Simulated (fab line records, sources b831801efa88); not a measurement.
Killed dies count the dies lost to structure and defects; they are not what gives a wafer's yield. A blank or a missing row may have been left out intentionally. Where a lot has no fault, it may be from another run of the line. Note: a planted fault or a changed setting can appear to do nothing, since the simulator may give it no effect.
A single fault, viewed from 2 desks	flow sfqLine	numbers are kept per desk, each desk with only its own; the story behind them comes last

== DESK OF THE TOOL OWNER: rieDiel-01 ==
The tool's own readings at SFQ_TRILAYER_I2_VIA_BARC_OPEN_VIA_ETCH_096 (etches BARC in O2, target depth 125 nm, time 41.7 s): means of the sampled wafers that have a number, for each lot that ran on this tool. If a lot's mean is further than 4 standard deviations from the usual mean, the lot is out of limits and carries the mark OUT (the distance appears in the brackets).
Columns: A = drypumpMotorCurrentA at SFQ_TRILAYER_I2_VIA_BARC_OPEN_VIA_ETCH_096, usual 5.9 A; B = oesProductAu at SFQ_TRILAYER_I2_VIA_BARC_OPEN_VIA_ETCH_096, usual 0.685 a.u.; C = runLengthS at SFQ_TRILAYER_I2_VIA_BARC_OPEN_VIA_ETCH_096, usual 70.1 s
lot	first seen here	A	B	C
L999	day 27 09:22	5.9	0.682	69.7
L106	day 30 18:17	5.9	0.667 (-4.1) OUT	72.9 (+6.5) OUT
L107	day 30 23:05	5.5	0.664 (-4.7) OUT	73.0 (+6.8) OUT
This desk's finding: out of limits on L106, L107; first on L106, day 30 18:17 (oesProductAu at SFQ_TRILAYER_I2_VIA_BARC_OPEN_VIA_ETCH_096). Within limits: L999.

== FROM THE METROLOGY DESK ==
Lot by lot, what the gauges showed, no matter which tool ran the lot: averages of those sampled wafers that carry a number. If a lot's mean is further than 4 standard deviations from the usual mean, the lot is out of limits and carries the mark OUT (the distance appears in the brackets).
Columns: A = I2_BOW at SFQ_I2_BOW_MEAS_917, usual 0 um; B = I2_OVL at SFQ_I2_OVL_MEAS_918, usual 1 nm
lot	first seen here	A	B
L998	day 20 13:28	-3	7
L999	day 21 04:35	5	-1
L106	day 24 21:11	-4	5
L107	day 25 00:10	0	10
L110	day 26 02:12	-2	-7
L111	day 26 16:41	-1	1
This desk's finding: nothing out of limits on any of the 6 lots.

== PUT TOGETHER ==
The tool owner's desk could have raised an alarm at day 30 18:17, on L106, L107.
At the metrology desk, nothing out of limits was observed.
The metrology desk holds a record of L106, L107, inside its limits.
Of the lots named, all ran SFQ_TRILAYER_I2_VIA_BARC_OPEN_VIA_ETCH_096 on rieDiel-01.

== WHAT THE SIMULATOR HAD PUT IN ==
rieDiel-01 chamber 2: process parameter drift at SFQ_TRILAYER_I2_VIA_BARC_OPEN_VIA_ETCH_096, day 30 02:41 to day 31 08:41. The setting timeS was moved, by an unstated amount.
Shown lots that were struck: L106, L107.
Delay in hours, fault start to first out-of-limits reading, by desk: the tool owner's desk at 16.
